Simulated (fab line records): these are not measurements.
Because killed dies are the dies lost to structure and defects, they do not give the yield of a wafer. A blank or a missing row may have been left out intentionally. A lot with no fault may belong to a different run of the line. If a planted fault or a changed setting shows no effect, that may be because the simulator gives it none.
One fault through the eyes of 2 desks | flow gf180mcu | numbers are kept per desk, each desk with only its own; the story behind them comes last

== METROLOGY DESK ==
Lot by lot, what the gauges showed, no matter which tool ran the lot: averages of those sampled wafers that carry a number. Marked OUT: a lot whose mean sits more than 4 standard deviations from the usual mean, which makes it out of limits; the brackets give that distance.
Columns: A = M4_OVL at GF_M4_OVL_MEAS_15, usual -1 nm; B = V4_CVD_00_THK at GF_V4_THK_MEAS_01, usual 599 nm; C = cd_nm at GF_TOP_METAL_CD_MEAS_14, usual 439.5 nm
lot  | first seen here | A  | B   | C
L532 | day 23 09:12    | -7 | 605 | 440.0
L537 | day 25 00:12    | 1  | 599 | 442.9
L539 | day 25 15:11    | -3 | 592 | 468.2 (+13) OUT
L540 | day 26 04:39    | 0  | 604 | 469.2 (+14) OUT
L546 | day 28 15:41    | -2 | 592 | 439.1
L548 | day 29 17:12    | -3 | 604 | 438.8
L549 | day 29 18:38    | 5  | 583 | 439.5
L550 | day 30 07:02    | 1  | 600 | 437.3
L551 | day 30 09:47    | 3  | 604 | 442.4
L553 | day 30 19:50    | -1 | 594 | 442.0
L554 | day 30 20:03    | -3 | 594 | 442.3
L552 | day 30 20:29    | -6 | 600 | 438.4
Finding of this desk: L539, L540 out of limits; the first was L539 at day 30 02:17, on cd_nm at GF_TOP_METAL_CD_MEAS_14. L532, L537, L546, L548, L549, L550, L551, L553, L554, L552 stayed within limits.

== AT THE TOOL OWNER'S DESK: litho_track-03 ==
The tool's own readings at GF_TOP_METAL_COAT_09 (resist thk 1500 nm): means of the sampled wafers that have a number, for each lot that ran on this tool. Marked OUT: a lot whose mean sits more than 4 standard deviations from the usual mean, which makes it out of limits; the brackets give that distance.
Columns: A = spin_speed_rpm at GF_TOP_METAL_COAT_09, usual 3000.2 rpm
lot  | first seen here | A
L532 | day 27 16:49    | 3000.8
L539 | day 29 16:52    | 3001.1
L540 | day 30 03:10    | 3001.5
L548 | day 33 04:13    | 3000.4
L550 | day 33 16:05    | 2999.0
L553 | day 34 03:49    | 3000.2
L552 | day 34 05:02    | 3001.3
This desk's finding: nothing out of limits on any of the 7 lots.

== ALL TOGETHER ==
On L539, L540, the metrology desk was in a position to raise an alarm at day 30 02:17.
The desk of the tool owner found nothing out of limits.
The tool owner's desk has L539, L540 on record, within its limits.
GF_TOP_METAL_COAT_09 was run on litho_track-03 by each of the lots named.

== WHAT THE SIMULATOR HAD INSERTED ==
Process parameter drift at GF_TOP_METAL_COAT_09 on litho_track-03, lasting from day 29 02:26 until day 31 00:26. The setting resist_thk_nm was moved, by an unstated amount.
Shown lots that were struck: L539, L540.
Time in hours between the start of the fault and the first out-of-limits reading at each desk: metrology desk, 24.
